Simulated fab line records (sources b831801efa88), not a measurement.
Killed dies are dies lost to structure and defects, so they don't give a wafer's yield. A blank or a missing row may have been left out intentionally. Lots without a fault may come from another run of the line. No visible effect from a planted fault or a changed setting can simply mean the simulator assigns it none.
The same fault as seen by 2 desks	flow gf180mcu	numbers are kept per desk, each desk with only its own; the story behind them comes last

## FOR THE TOOL OWNER'S DESK: rie diel-04
The tool's own readings at GF_M5_ETCH_09 (etches Si3N4 in CF4/O2, target depth 52 nm, time 11.6 s): means of the sampled wafers that have a number, for each lot that ran on this tool. If a lot's mean is further than 4 standard deviations from the usual mean, the lot is out of limits and carries the mark OUT (the distance appears in the brackets).
Columns: A = drypump motor current A at GF_M5_ETCH_09, usual 5.5 A; B = oes product au at GF_M5_ETCH_09, usual 1.003 a.u.; C = rf fwd power W at GF_M5_ETCH_09, usual 785 W; D = throttle valve pct at GF_M5_ETCH_09, usual 5.971 %
lot	first seen here	A	B	C	D
L878	day 26 04:36	5.6	1.013	784	5.986
L881	day 27 06:14	5.8	1.005	781	5.969
L882	day 27 15:21	5.8	1.001	786	5.973
L883	day 27 23:08	5.8	1.004	783	5.975
L891	day 30 04:03	5.5	1.009	786	5.966
L900	day 32 13:39	5.8	1.008	788	5.975
This desk found nothing out of limits on any of the 6 lots.

## METROLOGY DESK
What the gauges read, lot by lot, whatever tool the lot ran on: means of the sampled wafers that have a number. If a lot's mean is further than 4 standard deviations from the usual mean, the lot is out of limits and carries the mark OUT (the distance appears in the brackets).
Columns: A = V5_W_RS at GF_V5_RS_MEAS_24, usual 0.328 ohm/sq; B = TOP_METAL_ALCU_RS at GF_TOP_METAL_RS_MEAS_05, usual 0.0327 ohm/sq
lot	first seen here	A	B
L878	day 27 03:37	0.329	0.0332
L879	day 27 14:04	0.325	0.0329
L880	day 28 00:44	0.328	0.0328
L881	day 28 04:27	0.329	0.0324
L882	day 28 14:08	0.328	0.0329
L883	day 28 21:15	0.326	0.0331
L884	day 28 23:10	0.328	0.0327
L891	day 31 00:17	0.328	0.0325
L897	day 32 16:31	0.333	0.0324
L899	day 33 03:43	0.327	0.0330
L900	day 33 08:11	0.330	0.0324
L901	day 33 20:25	0.322	0.0322
This desk found nothing out of limits on any of the 12 lots.

## PUT TOGETHER
The desk of the tool owner found nothing out of limits.
At the metrology desk, nothing out of limits was observed.

## WHAT WAS PUT IN BY THE SIMULATOR
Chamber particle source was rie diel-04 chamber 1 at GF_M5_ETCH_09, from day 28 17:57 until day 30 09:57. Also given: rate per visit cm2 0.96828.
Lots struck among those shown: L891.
